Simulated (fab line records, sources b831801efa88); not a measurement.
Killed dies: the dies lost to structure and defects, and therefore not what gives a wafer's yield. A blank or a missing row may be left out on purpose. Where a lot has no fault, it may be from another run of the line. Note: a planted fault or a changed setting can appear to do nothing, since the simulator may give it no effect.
Matching of chambers	flow sky130	SKY_FIELD_ISO_CMP_27 on cmp-02 has 4 sister chambers
The step polishes, stops on Si3N4, t overpolish 16 s, target thk 457.8 nm. 8 wafers are shown with their chamber, then 7 later ones without.

## WAFERS, EACH WITH ITS CHAMBER
wafer	chamber	motor current A (A)
L152.1	3	12.6
L152.5	2	13.8
L155.3	2	13.6
L157.3	0	10.7
L157.5	1	13.0
L157.6	0	11.1
L159.3	3	12.0
L159.4	1	12.1

## WAFERS WHOSE CHAMBER IS MISSING
wafer	motor current A (A)
L159.5	12.3
L164.1	11.5
L164.3	13.3
L164.5	12.6
L167.1	12.5
L167.3	11.4
L167.4	12.5

## EACH ONE'S CHAMBER
wafer	from the rows above	in truth
L159.5	can't be placed: 3 or 1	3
L164.1	can't be placed: 0 or 3 or 1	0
L164.3	can't be placed: 2 or 1 or 3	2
L164.5	can't be placed: 1 or 3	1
L167.1	can't be placed: 1 or 3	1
L167.3	can't be placed: 0 or 3 or 1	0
L167.4	can't be placed: 1 or 3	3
Placed correctly: 0 of 7. Can't be placed from these rows: 7 (the true chamber is among the candidates in 7). Number placed wrongly: 0.
How it was worked out, from the rows above alone: a wafer's distance from a chamber is the root of the sum, over the readings, of the square of ((its reading less the chamber's mean) divided by the reading's scatter). If the next closest chamber is less than 2 further off than the closest, the wafer can't be placed; otherwise it belongs to the closest. For every chamber, the mean is computed from those of its wafers that are shown. The scatter is the square root of a quotient: the sum, over the shown wafers, of each reading's squared deviation from its chamber's mean, divided by wafers minus chambers.
